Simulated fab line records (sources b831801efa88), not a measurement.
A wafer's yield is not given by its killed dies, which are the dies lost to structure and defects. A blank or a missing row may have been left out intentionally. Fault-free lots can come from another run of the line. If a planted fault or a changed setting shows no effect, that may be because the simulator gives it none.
fab line records | flow sky130
[record] lots = 5 wafers = 15 last_day = 49
route steps=708 shown POLY_CUT@310 SD_P@320 RES_XHIGH@332
lots with no fault: from the same line, run without faults
start_h: hours from the record's first day to the start of the lot's first wafer shown | wait_h: hours since the lot's step before | " repeats the value in the row above | L1.1+2: one row covering several wafers at once | - no value, or no start was given | * or withheld: withheld | < > ~ a bound
route shown NAME@n: NAME is a module with steps in the file, n the number in the route of the first one | usual: mean and standard deviation over wafers with no fault | same: alike in all rows | chamber/n: place in a boat | sites: the reading at each site | _std_site: how widely they spread, as a standard deviation | _edge_site: mean of outer sites minus mean of inner sites | radius_mm: for every site, how far away it sits from the centre of the wafer | mask NAME#n: copy n | behind: the most recent tool/chamber to have shaped the wafer | hold: what put the lot on hold/how long, in hours/how the hold closed | device: the transistor (n, p or np) that didn't switch | end of line: at the end of the route, the tests of the same wafers | a step with no rows: only its recipe | killed: at the first sort, the dies lost to defects and structure; wafer yield is something else | map: the dies of a wafer, with x for killed, . for not killed, _ for no die there
set.NAME: the setting that was run; set.NAME@STEP: the one run at that earlier step | model.NAME: the simulator's own value behind a step, which no gauge read
lots at selected steps of the route; one table per step, one row per wafer
services: when a tool's chamber went out of use (start_h, in hours from the record's first day, below 0 if earlier), for how many hours, and the reason
[[steps]]
[step SKY_POLY_CUT_COAT_03]
[recipe] resist = KrF-thick spin_rpm = 3000 resist_thk_nm = 450
[usual] chill_plate_temp_C = 23.02/0.1
// columns lot.wafer tool chamber start_h wait_h chill_plate_temp_C
L075.1 litho_track-02 0 - - 23.09
L075.4 " 0 " " 23.20
L075.6 " 0 " " 23.08
L080.1 litho_track-03 0 - - 23.07
L080.3 " 0 " " 23.24
L080.4 " 0 " " 23.22
L085.4 litho_track-03 0 - - 22.89
L085.5 " 0 " " 23.02
L085.6 " 0 " " 23.02
L087.1 litho_track-03 0 - - 22.96
L087.5 " 0 " " 23.04
L087.6 " 0 " " 23.12
L093.1 litho_track-04 0 - - 22.94
L093.4 " 0 " " 22.79
L093.5 " 0 " " 23.02
[step SKY_POLY_CUT_SOFTBAKE_04]
[recipe] temp_c = 100 time_s = 90 resist = KrF-thick
[usual] chill_plate_temp_C = 23.00/0.11
// columns lot.wafer tool chamber start_h wait_h chill_plate_temp_C
L075.1 litho_track-02 0 - - 22.99
L075.4 " 0 " " 22.85
L075.6 " 0 " " 23.00
L080.1 litho_track-03 0 - - 22.96
L080.3 " 0 " " 23.09
L080.4 " 0 " " 23.03
L085.4 litho_track-03 0 - - 22.88
L085.5 " 0 " " 23.00
L085.6 " 0 " " 22.90
L087.1 litho_track-03 0 - - 22.95
L087.5 " 0 " " 22.99
L087.6 " 0 " " 23.13
L093.1 litho_track-04 0 - - 22.99
L093.4 " 0 " " 22.89
L093.5 " 0 " " 23.02
[step SKY_POLY_CUT_EXPOSE_05]
[recipe] mask_id = NPCM na = 0.8 source_shape = annular sigma_inner = 0.55 sigma_outer = 0.85 target_cd_nm = 270 dose_mj = 32
// columns lot.wafer tool chamber start_h wait_h mask
L075.1+4+6 krf_scanner-02 0 - - NPCM#0
L080.1+3+4 krf_scanner-01 0 - - NPCM#0
L085.4+5+6 krf_scanner-02 0 - - NPCM#0
L087.1+5+6 krf_scanner-02 0 - - NPCM#0
L093.1+4+5 krf_scanner-02 0 - - NPCM#0
[step SKY_POLY_CUT_PEB_06]
[recipe] peb_temp_c = withheld peb_time_s = withheld resist = KrF-thick
[usual] chill_plate_temp_C = *
// columns lot.wafer tool chamber start_h wait_h chill_plate_temp_C
L075.1 litho_track-02 0 - - *
L075.4 " 0 " " *
L075.6 " 0 " " *
L080.1 litho_track-02 0 - - *
L080.3 " 0 " " *
L080.4 " 0 " " *
L085.4 litho_track-04 0 - - *
L085.5 " 0 " " *
L085.6 " 0 " " *
L087.1 litho_track-04 0 - - *
L087.5 " 0 " " *
L087.6 " 0 " " *
L093.1 litho_track-03 0 - - *
L093.4 " 0 " " *
L093.5 " 0 " " *
[step SKY_POLY_CUT_DEVELOP_07]
[recipe] develop_time_s = 60 resist = KrF-thick dev_temp_c = 21
[usual] chill_plate_temp_C = 23.00/0.11 developer_temp_C = 20.99/0.1
// columns lot.wafer tool chamber start_h wait_h chill_plate_temp_C developer_temp_C
L075.1 litho_track-02 0 - - 22.95 21.01
L075.4 " 0 " " 22.96 21.01
L075.6 " 0 " " 22.89 21.10
L080.1 litho_track-02 0 - - 22.94 20.93
L080.3 " 0 " " 23.20 21.05
L080.4 " 0 " " 22.87 21.10
L085.4 litho_track-04 0 - - 23.05 21.01
L085.5 " 0 " " 22.86 20.93
L085.6 " 0 " " 23.00 20.98
L087.1 litho_track-04 0 - - 23.09 20.96
L087.5 " 0 " " 23.16 21.03
L087.6 " 0 " " 23.03 20.84
L093.1 litho_track-03 0 - - 23.20 20.97
L093.4 " 0 " " 23.22 21.04
L093.5 " 0 " " 23.12 21.01
[step SKY_POLY_CUT_CD_MEAS_08]
[recipe] target_cd_nm = 270
[usual] cd_nm = 269.7/1.5
// columns lot.wafer tool chamber start_h wait_h cd_nm
L075.1 cd_sem-02 - 584.81 - 270.6
L075.4 " - " " 268.0
L075.6 " - " " 268.8
L080.1 cd_sem-02 - 621.56 - 270.3
L080.3 " - " " 269.0
L080.4 " - " " 271.1
L085.4 cd_sem-01 - 656.66 - 272.5
L085.5 " - " " 272.6
L085.6 " - " " 272.2
L087.1 cd_sem-01 - 679.05 - 268.8
L087.5 " - " " 269.6
L087.6 " - " " 269.9
L093.1 cd_sem-01 - 719.64 - 267.9
L093.4 " - " " 267.9
L093.5 " - " " 268.4
[step SKY_POLY_CUT_OVL_MEAS_09]
[usual] POLY_CUT_OVL = 3/5.5
// columns lot.wafer tool chamber start_h wait_h POLY_CUT_OVL[nm]
L075.1 overlay-02 - 584.93 0.1 -1
L075.4 " - " " -1
L075.6 " - " " 3
L080.1 overlay-02 - 621.68 0.1 -7
L080.3 " - " " 4
L080.4 " - " " 5
L085.4 overlay-02 - 656.74 0.1 -9
L085.5 " - " " 2
L085.6 " - " " 0
L087.1 overlay-02 - 679.17 0.1 4
L087.5 " - " " 14
L087.6 " - " " 11
L093.1 overlay-01 - 719.76 0.1 -8
L093.4 " - " " -4
L093.5 " - " " -8
[step SKY_POLY_CUT_ETCH_10]
[recipe] chemistry = N2/H2 target = BARC ion_energy_ev = 200 source_w = 500 bias_w = 100 pressure_mtorr = 30 n2_flow_sccm = 100 h2_flow_sccm = 200 stop_on = SiO2 time_s = 45.9 target_depth_a = 600
[usual] drypump_motor_current_A = 5.7/0.44 oes_product_au = 0.855/0.0049 throttle_valve_pct = 13.225/0.01
// columns lot.wafer tool chamber start_h wait_h drypump_motor_current_A oes_product_au rf_hours_counter_h throttle_valve_pct
L075.1 rie_diel-03 1 584.97 0.0 5.0 0.852 5 13.238
L075.4 " 3 " " 6.0 0.859 6 13.223
L075.6 " 3 " " 6.0 0.863 - 13.233
L080.1 rie_diel-01 1 621.72 0.0 5.8 0.865 18 13.227
L080.3 " 3 " " 5.8 0.864 65 13.244
L080.4 " 0 " " 6.2 0.856 5 13.220
L085.4 rie_diel-01 1 656.78 0.0 5.8 0.859 - 13.217
L085.5 " 0 " " 6.2 0.857 - 13.224
L085.6 " 2 " " 5.8 0.845 - 13.237
L087.1 rie_diel-02 3 679.21 0.0 5.2 0.853 30 13.232
L087.5 " 0 " " 6.5 0.855 - 13.223
L087.6 " 3 " " 5.2 0.852 - 13.238
L093.1 rie_diel-02 1 719.79 0.0 5.3 0.851 4 13.241
L093.4 " 0 " " 6.5 0.852 19 13.219
L093.5 " 1 " " 5.2 0.855 - 13.228
[step SKY_POLY_CUT_ETCH_11]
[recipe] target = Si3N4 chemistry = CF4/CH2F2/Ar stop_on = poly-Si source_w = 600 bias_w = 150 pressure_mtorr = 40 cf4_flow_sccm = 40 ch2f2_flow_sccm = 20 Ar_flow_sccm = 150 time_s = 42.5 target_depth_a = 600
[usual] ch2f2_flow_sccm = 20.00/0.062 drypump_motor_current_A = 5.7/0.44 oes_product_au = 0.830/0.0072 throttle_valve_pct = 14.994/0.009
// columns lot.wafer tool chamber start_h wait_h ch2f2_flow_sccm drypump_motor_current_A oes_product_au rf_hours_counter_h throttle_valve_pct
L075.1 rie_diel-03 1 585.01 0.0 19.97 5.0 0.813 5 14.982
L075.4 " 3 " " 20.01 5.9 0.836 6 14.994
L075.6 " 3 " " 20.05 5.9 0.827 - 14.993
L080.1 rie_diel-01 1 621.76 0.0 19.84 5.8 0.827 18 14.981
L080.3 " 3 " " 19.94 5.8 0.840 65 14.979
L080.4 " 0 " " 19.98 6.2 0.830 5 15.005
L085.4 rie_diel-01 1 656.82 0.0 20.01 5.8 0.834 - 15.004
L085.5 " 0 " " 20.00 6.2 0.829 - 14.993
L085.6 " 2 " " 19.86 5.8 0.835 - 14.989
L087.1 rie_diel-02 3 679.25 0.0 20.09 5.2 0.841 30 14.990
L087.5 " 0 " " 20.01 6.5 0.833 - 14.982
L087.6 " 3 " " 20.03 5.2 0.841 - 14.992
L093.1 rie_diel-02 1 719.83 0.0 20.03 5.2 0.835 4 14.996
L093.4 " 0 " " 19.97 6.5 0.831 19 15.015
L093.5 " 1 " " 19.99 5.2 0.833 - 14.991
[step SKY_POLY_CUT_STRIP_12]
[recipe] chemistry = O2/N2 power_w = 1400 pressure_mtorr = 1500 platen_temp_c = withheld o2_flow_sccm = 3000 n2_flow_sccm = 300 overash_fraction = 0.5
[usual] drypump_motor_current_A = 5.8/0.45 oes_product_au = 0.452/0.0043 strip_time_to_endpoint_s = 5.357/0.017
[same] overash_fraction = 0.5
// columns lot.wafer tool chamber start_h wait_h drypump_motor_current_A oes_product_au rf_hours_counter_h strip_time_to_endpoint_s
L075.1 plasma_asher-04 0 585.05 0.0 5.7 0.459 76 5.400
L075.4 " 0 " " 5.7 0.455 - 5.356
L075.6 " 0 " " 5.8 0.455 - 5.373
L080.1 plasma_asher-02 1 621.80 0.0 5.4 0.446 18 5.356
L080.3 " 1 " " 5.4 0.447 - 5.331
L080.4 " 0 " " 5.0 0.458 - 5.365
L085.4 plasma_asher-01 1 656.87 0.0 5.6 0.452 - 5.356
L085.5 " 0 " " 6.4 0.455 - 5.339
L085.6 " 1 " " 5.6 0.456 - 5.355
L087.1 plasma_asher-04 0 679.29 0.0 5.7 0.447 86 5.347
L087.5 " 1 " " 6.0 0.456 - 5.361
L087.6 " 0 " " 5.7 0.455 - 5.348
L093.1 plasma_asher-01 1 719.87 0.0 5.6 0.452 103 5.359
L093.4 " 0 " " 6.4 0.454 - 5.377
L093.5 " 0 " " 6.4 0.455 - 5.356
[step SKY_SD_P_DEHYDRATE_00]
[recipe] temp_c = 200 time_s = 60
[usual] chill_plate_temp_C = 22.99/0.11
// columns lot.wafer tool chamber start_h wait_h chill_plate_temp_C
L075.1 litho_track-04 0 599.05 14.0 22.91
L075.4 " 0 " " 22.90
L075.6 " 0 " " 22.86
L080.1 litho_track-04 0 635.75 13.9 23.06
L080.3 " 0 " " 23.09
L080.4 " 0 " " 23.03
L085.4 litho_track-03 0 670.61 13.7 22.96
L085.5 " 0 " " 22.95
L085.6 " 0 " " 22.95
L087.1 litho_track-01 0 692.03 12.7 22.95
L087.5 " 0 " " 23.03
L087.6 " 0 " " 22.92
L093.1 litho_track-04 0 732.85 12.9 23.11
L093.4 " 0 " " 23.18
L093.5 " 0 " " 22.98
[step SKY_SD_P_HMDS_01]
[recipe] prime_time_s = 60 prime_temp_c = 120
[usual] chill_plate_temp_C = 23.01/0.12
// columns lot.wafer tool chamber start_h wait_h chill_plate_temp_C
L075.1 litho_track-04 0 599.20 0.1 23.18
L075.4 " 0 " " 23.15
L075.6 " 0 " " 23.12
L080.1 litho_track-04 0 635.90 0.1 23.10
L080.3 " 0 " " 22.95
L080.4 " 0 " " 23.19
L085.4 litho_track-03 0 670.76 0.1 22.99
L085.5 " 0 " " 22.97
L085.6 " 0 " " 22.99
L087.1 litho_track-01 0 692.18 0.1 23.10
L087.5 " 0 " " 23.18
L087.6 " 0 " " 23.08
L093.1 litho_track-04 0 733.00 0.1 22.79
L093.4 " 0 " " 22.71
L093.5 " 0 " " 22.93
[step SKY_SD_P_COAT_02]
[recipe] resist = NOVOLAK spin_rpm = 3000 resist_thk_nm = 1140
[usual] chill_plate_temp_C = 23.00/0.11
// columns lot.wafer tool chamber start_h wait_h chill_plate_temp_C
L075.1 litho_track-04 0 599.35 0.1 22.94
L075.4 " 0 " " 23.02
L075.6 " 0 " " 22.93
L080.1 litho_track-04 0 636.05 0.1 23.00
L080.3 " 0 " " 23.07
L080.4 " 0 " " 23.06
L085.4 litho_track-03 0 670.91 0.1 23.15
L085.5 " 0 " " 23.16
L085.6 " 0 " " 23.02
L087.1 litho_track-01 0 692.33 0.1 23.07
L087.5 " 0 " " 22.94
L087.6 " 0 " " 22.96
L093.1 litho_track-04 0 733.15 0.1 22.97
L093.4 " 0 " " 23.05
L093.5 " 0 " " 22.97
[step SKY_SD_P_SOFTBAKE_03]
[recipe] temp_c = 90 time_s = 60 resist = NOVOLAK
[usual] chill_plate_temp_C = 22.97/0.12
// columns lot.wafer tool chamber start_h wait_h chill_plate_temp_C
L075.1 litho_track-04 0 599.50 0.1 22.83
L075.4 " 0 " " 22.86
L075.6 " 0 " " 22.89
L080.1 litho_track-04 0 636.20 0.1 22.89
L080.3 " 0 " " 22.89
L080.4 " 0 " " 23.02
L085.4 litho_track-03 0 671.06 0.1 22.91
L085.5 " 0 " " 22.95
L085.6 " 0 " " 23.02
L087.1 litho_track-01 0 692.48 0.1 22.67
L087.5 " 0 " " 22.68
L087.6 " 0 " " 22.67
L093.1 litho_track-04 0 733.30 0.1 22.77
L093.4 " 0 " " 22.98
L093.5 " 0 " " 22.96
[step SKY_SD_P_EXPOSE_04]
[recipe] mask_id = PSDM na = 0.6 source_shape = conventional sigma_outer = 0.6 polarization = unpolarized target_cd_nm = 380 dose_mj = 138
// columns lot.wafer tool chamber start_h wait_h mask
L075.1+4+6 iline_stepper-02 0 - - PSDM#0
L080.1+3+4 iline_stepper-02 0 - - PSDM#0
L085.4+5+6 iline_stepper-01 0 - - PSDM#0
L087.1+5+6 iline_stepper-01 0 - - PSDM#0
L093.1+4+5 iline_stepper-02 0 - - PSDM#0
[step SKY_SD_P_PEB_05]
[recipe] temp_c = withheld time_s = * resist = NOVOLAK
[usual] chill_plate_temp_C = *
// columns lot.wafer tool chamber start_h wait_h chill_plate_temp_C
L075.1 litho_track-01 0 - - *
L075.4 " 0 " " *
L075.6 " 0 " " *
L080.1 litho_track-04 0 - - *
L080.3 " 0 " " *
L080.4 " 0 " " *
L085.4 litho_track-03 0 - - *
L085.5 " 0 " " *
L085.6 " 0 " " *
L087.1 litho_track-03 0 - - *
L087.5 " 0 " " *
L087.6 " 0 " " *
L093.1 litho_track-03 0 - - *
L093.4 " 0 " " *
L093.5 " 0 " " *
[step SKY_SD_P_DEVELOP_06]
[recipe] resist = NOVOLAK developer = TMAH develop_time_s = 60 dev_temp_c = 23
[usual] chill_plate_temp_C = 22.99/0.11 developer_temp_C = 23.02/0.1
// columns lot.wafer tool chamber start_h wait_h chill_plate_temp_C developer_temp_C
L075.1 litho_track-01 0 614.18 0.1 23.04 23.05
L075.4 " 0 " " 22.98 22.94
L075.6 " 0 " " 23.00 23.05
L080.1 litho_track-04 0 650.00 0.1 22.80 23.19
L080.3 " 0 " " 23.00 22.97
L080.4 " 0 " " 22.91 22.97
L085.4 litho_track-03 0 684.91 0.1 23.18 23.28
L085.5 " 0 " " 23.30 23.18
L085.6 " 0 " " 23.00 23.19
L087.1 litho_track-03 0 706.64 0.1 22.92 22.89
L087.5 " 0 " " 23.05 23.01
L087.6 " 0 " " 23.21 22.79
L093.1 litho_track-03 0 746.54 0.1 22.95 22.90
L093.4 " 0 " " 22.79 22.92
L093.5 " 0 " " 22.89 22.85
[step SKY_SD_P_CD_MEAS_07]
[recipe] target_cd_nm = 380
[usual] cd_nm = 381.0/2.1
// columns lot.wafer tool chamber start_h wait_h cd_nm
L075.1 cd_sem-02 - 614.33 0.1 380.9
L075.4 " - " " 382.1
L075.6 " - " " 384.2
L080.1 cd_sem-01 - 650.15 0.1 380.4
L080.3 " - " " 382.3
L080.4 " - " " 384.7
L085.4 cd_sem-01 - 685.05 0.1 380.0
L085.5 " - " " 379.8
L085.6 " - " " 383.9
L087.1 cd_sem-02 - 706.79 0.1 379.5
L087.5 " - " " 379.2
L087.6 " - " " 378.8
L093.1 cd_sem-01 - 746.69 0.1 379.1
L093.4 " - " " 375.4
L093.5 " - " " 376.9
[step SKY_SD_P_OVL_MEAS_08]
[usual] SD_P_OVL = 0.3/1.4
// columns lot.wafer tool chamber start_h wait_h SD_P_OVL[nm]
L075.1 overlay-01 - 614.45 0.1 -1.4
L075.4 " - " " 1.9
L075.6 " - " " -1.7
L080.1 overlay-02 - 650.27 0.1 1.0
L080.3 " - " " 2.0
L080.4 " - " " 0.7
L085.4 overlay-02 - 685.12 0.1 -0.8
L085.5 " - " " -0.8
L085.6 " - " " -0.7
L087.1 overlay-02 - 706.91 0.1 0.0
L087.5 " - " " -0.6
L087.6 " - " " -0.4
L093.1 overlay-01 - 746.81 0.1 -0.4
L093.4 " - " " 0.7
L093.5 " - " " 3.0
[step SKY_SD_P_IMPLANT_09]
[recipe] species = BF2 energy_kev = 20 dose_cm2 = 3e+15 tilt_deg = 0
[usual] beam_on_s = 13.4/0.95
// columns lot.wafer tool chamber start_h wait_h beam_on_s
L075.1 implanter-04 0 614.48 0.0 13.6
L075.4 " 0 " " 13.1
L075.6 " 0 " " 13.6
L080.1 implanter-01 0 650.31 0.0 14.2
L080.3 " 0 " " 14.4
L080.4 " 0 " " 14.1
L085.4 implanter-03 0 685.22 0.1 12.0
L085.5 " 0 " " 12.2
L085.6 " 0 " " 12.0
L087.1 implanter-03 0 706.94 0.0 11.6
L087.5 " 0 " " 11.8
L087.6 " 0 " " 12.3
L093.1 implanter-03 0 746.84 0.0 12.2
L093.4 " 0 " " 11.8
L093.5 " 0 " " 12.1
[step SKY_SD_P_STRIP_10]
[recipe] chemistry = O2/N2 power_w = 1400 pressure_mtorr = 1500 platen_temp_c = withheld o2_flow_sccm = 3000 n2_flow_sccm = 300 overash_fraction = 0.5
[usual] drypump_motor_current_A = 5.7/0.39 oes_product_au = 0.617/0.0043 strip_time_to_endpoint_s = 17.49/0.037
[same] overash_fraction = 0.5
// columns lot.wafer tool chamber start_h wait_h drypump_motor_current_A oes_product_au rf_hours_counter_h strip_time_to_endpoint_s
L075.1 plasma_asher-04 1 614.63 0.1 5.9 0.612 79 17.55
L075.4 " 1 " " 6.0 0.621 - 17.52
L075.6 " 0 " " 5.7 0.619 - 17.52
L080.1 plasma_asher-03 1 650.46 0.1 6.3 0.619 51 17.48
L080.3 " 1 " " 6.3 0.614 - 17.44
L080.4 " 0 " " 4.9 0.624 - 17.55
L085.4 plasma_asher-04 1 685.33 0.1 6.0 0.616 - 17.46
L085.5 " 0 " " 5.7 0.620 - 17.44
L085.6 " 1 " " 6.0 0.619 - 17.45
L087.1 plasma_asher-03 0 707.09 0.1 4.9 0.615 57 17.44
L087.5 " 0 " " 4.9 0.613 - 17.50
L087.6 " 1 " " 6.4 0.620 - 17.46
L093.1 plasma_asher-02 1 746.99 0.1 5.4 0.621 31 17.55
L093.4 " 1 " " 5.4 0.609 - 17.55
L093.5 " 1 " " 5.4 0.615 - 17.47
[step SKY_SD_P_TW_MEAS_11]
[usual] SD_P_TW = 2839/15
// columns lot.wafer tool chamber start_h wait_h SD_P_TW
L075.1 film_metro-03 - 614.73 0.1 2838
L075.4 " - " " 2844
L075.6 " - " " 2815
L080.1 film_metro-03 - 650.56 0.1 2840
L080.3 " - " " 2816
L080.4 " - " " 2828
L085.4 film_metro-03 - 685.42 0.1 2824
L085.5 " - " " 2834
L085.6 " - " " 2837
L087.1 film_metro-01 - 707.19 0.1 2855
L087.5 " - " " 2859
L087.6 " - " " 2852
L093.1 film_metro-02 - 747.09 0.1 2816
L093.4 " - " " 2829
L093.5 " - " " 2824
[step SKY_RES_XHIGH_DEHYDRATE_00]
[recipe] temp_c = 200 time_s = 60
[usual] chill_plate_temp_C = 22.99/0.1
// columns lot.wafer tool chamber start_h wait_h chill_plate_temp_C
L075.1 litho_track-02 0 628.86 14.1 22.97
L075.4 " 0 " " 22.75
L075.6 " 0 " " 22.88
L080.1 litho_track-02 0 664.06 13.5 23.13
L080.3 " 0 " " 23.10
L080.4 " 0 " " 22.99
L085.4 litho_track-02 0 697.94 12.5 23.07
L085.5 " 0 " " 22.89
L085.6 " 0 " " 22.96
L087.1 litho_track-03 0 719.94 12.7 22.82
L087.5 " 0 " " 22.94
L087.6 " 0 " " 22.72
L093.1 litho_track-01 0 760.33 13.2 23.02
L093.4 " 0 " " 23.05
L093.5 " 0 " " 23.11
[step SKY_RES_XHIGH_HMDS_01]
[recipe] prime_time_s = 60 prime_temp_c = 120
[usual] chill_plate_temp_C = 23.02/0.1
// columns lot.wafer tool chamber start_h wait_h chill_plate_temp_C
L075.1 litho_track-02 0 629.01 0.1 23.23
L075.4 " 0 " " 23.18
L075.6 " 0 " " 23.02
L080.1 litho_track-02 0 664.21 0.1 23.14
L080.3 " 0 " " 23.11
L080.4 " 0 " " 22.98
L085.4 litho_track-02 0 698.09 0.1 23.05
L085.5 " 0 " " 23.15
L085.6 " 0 " " 23.02
L087.1 litho_track-03 0 720.09 0.1 22.98
L087.5 " 0 " " 22.82
L087.6 " 0 " " 22.91
L093.1 litho_track-01 0 760.48 0.1 23.03
L093.4 " 0 " " 23.00
L093.5 " 0 " " 22.96
[step SKY_RES_XHIGH_COAT_02]
[recipe] resist = NOVOLAK spin_rpm = 3000 resist_thk_nm = 1140
[usual] chill_plate_temp_C = 23.00/0.1
// columns lot.wafer tool chamber start_h wait_h chill_plate_temp_C
L075.1 litho_track-02 0 629.16 0.1 23.10
L075.4 " 0 " " 23.17
L075.6 " 0 " " 23.17
L080.1 litho_track-02 0 664.36 0.1 22.92
L080.3 " 0 " " 22.90
L080.4 " 0 " " 22.94
L085.4 litho_track-02 0 698.24 0.1 23.01
L085.5 " 0 " " 22.98
L085.6 " 0 " " 22.99
L087.1 litho_track-03 0 720.24 0.1 22.93
L087.5 " 0 " " 22.95
L087.6 " 0 " " 23.09
L093.1 litho_track-01 0 760.63 0.1 23.01
L093.4 " 0 " " 23.03
L093.5 " 0 " " 23.09
[step SKY_RES_XHIGH_SOFTBAKE_03]
[recipe] temp_c = 90 time_s = 60 resist = NOVOLAK
[usual] chill_plate_temp_C = 22.97/0.097
// columns lot.wafer tool chamber start_h wait_h chill_plate_temp_C
L075.1 litho_track-02 0 629.31 0.1 23.09
L075.4 " 0 " " 23.13
L075.6 " 0 " " 23.10
L080.1 litho_track-02 0 664.51 0.1 23.18
L080.3 " 0 " " 23.13
L080.4 " 0 " " 23.12
L085.4 litho_track-02 0 698.39 0.1 22.79
L085.5 " 0 " " 22.86
L085.6 " 0 " " 22.89
L087.1 litho_track-03 0 720.39 0.1 23.00
L087.5 " 0 " " 22.98
L087.6 " 0 " " 22.85
L093.1 litho_track-01 0 760.78 0.1 23.08
L093.4 " 0 " " 23.02
L093.5 " 0 " " 23.04
[step SKY_RES_XHIGH_EXPOSE_04]
[recipe] mask_id = URPM na = 0.6 source_shape = conventional sigma_outer = 0.6 polarization = unpolarized target_cd_nm = 1270 dose_mj = 140
// columns lot.wafer tool chamber start_h wait_h mask
L075.1+4+6 iline_stepper-01 0 - - URPM#0
L080.1+3+4 iline_stepper-01 0 - - URPM#0
L085.4+5+6 iline_stepper-02 0 - - URPM#0
L087.1+5+6 iline_stepper-01 0 - - URPM#0
L093.1+4+5 iline_stepper-02 0 - - URPM#0
[step SKY_RES_XHIGH_PEB_05]
[recipe] temp_c = withheld time_s = * resist = NOVOLAK
[usual] chill_plate_temp_C = *
// columns lot.wafer tool chamber start_h wait_h chill_plate_temp_C
L075.1 litho_track-02 0 - - *
L075.4 " 0 " " *
L075.6 " 0 " " *
L080.1 litho_track-02 0 - - *
L080.3 " 0 " " *
L080.4 " 0 " " *
L085.4 litho_track-01 0 - - *
L085.5 " 0 " " *
L085.6 " 0 " " *
L087.1 litho_track-01 0 - - *
L087.5 " 0 " " *
L087.6 " 0 " " *
L093.1 litho_track-02 0 - - *
L093.4 " 0 " " *
L093.5 " 0 " " *
[step SKY_RES_XHIGH_DEVELOP_06]
[recipe] resist = NOVOLAK developer = TMAH develop_time_s = 60 dev_temp_c = 23
[usual] chill_plate_temp_C = 23.01/0.12 developer_temp_C = 23.01/0.1
// columns lot.wafer tool chamber start_h wait_h chill_plate_temp_C developer_temp_C
L075.1 litho_track-02 0 643.21 0.1 22.99 22.98
L075.4 " 0 " " 22.81 22.88
L075.6 " 0 " " 23.00 23.05
L080.1 litho_track-02 0 677.76 0.1 22.86 23.00
L080.3 " 0 " " 22.77 22.94
L080.4 " 0 " " 22.91 23.00
L085.4 litho_track-01 0 712.20 0.1 23.02 23.06
L085.5 " 0 " " 23.02 22.96
L085.6 " 0 " " 23.11 23.10
L087.1 litho_track-01 0 734.18 0.1 22.82 23.17
L087.5 " 0 " " 22.94 22.91
L087.6 " 0 " " 22.86 23.06
L093.1 litho_track-02 0 773.66 0.1 23.05 22.78
L093.4 " 0 " " 23.00 22.93
L093.5 " 0 " " 23.17 23.00
[[services]]
// columns tool chamber start_h hours kind
krf_scanner-02 - 596.33 14.5 repair
iline_stepper-01 - 600.91 2.1 pm
iline_stepper-01 - 605.43 1.7 pm
krf_scanner-02 - 610.82 1.0 pm
krf_scanner-02 - 611.82 3.6 pm
krf_scanner-02 - 630.74 1.3 pm
rie_diel-02 - 631.89 0.5 repair
rie_diel-02 1 648.00 7.1 repair
krf_scanner-02 - 659.74 5.8 repair
iline_stepper-02 - 665.16 1.3 repair
rie_diel-02 1 669.45 9.1 repair
rie_diel-01 0 669.76 5.2 repair
iline_stepper-01 - 679.26 10.7 repair
rie_diel-02 2 682.18 26.2 repair
rie_diel-01 1 683.42 1.3 repair
krf_scanner-02 - 712.60 0.8 pm
iline_stepper-02 - 721.62 3.1 repair
krf_scanner-02 - 725.98 4.0 pm
krf_scanner-02 - 742.20 0.2 repair
iline_stepper-02 - 742.49 1.7 pm
rie_diel-02 2 759.63 2.4 repair
rie_diel-01 0 765.25 10.4 repair
krf_scanner-02 - 765.77 1.0 pm
rie_diel-01 - 766.00 28.1 pm
[[key]]
fault none
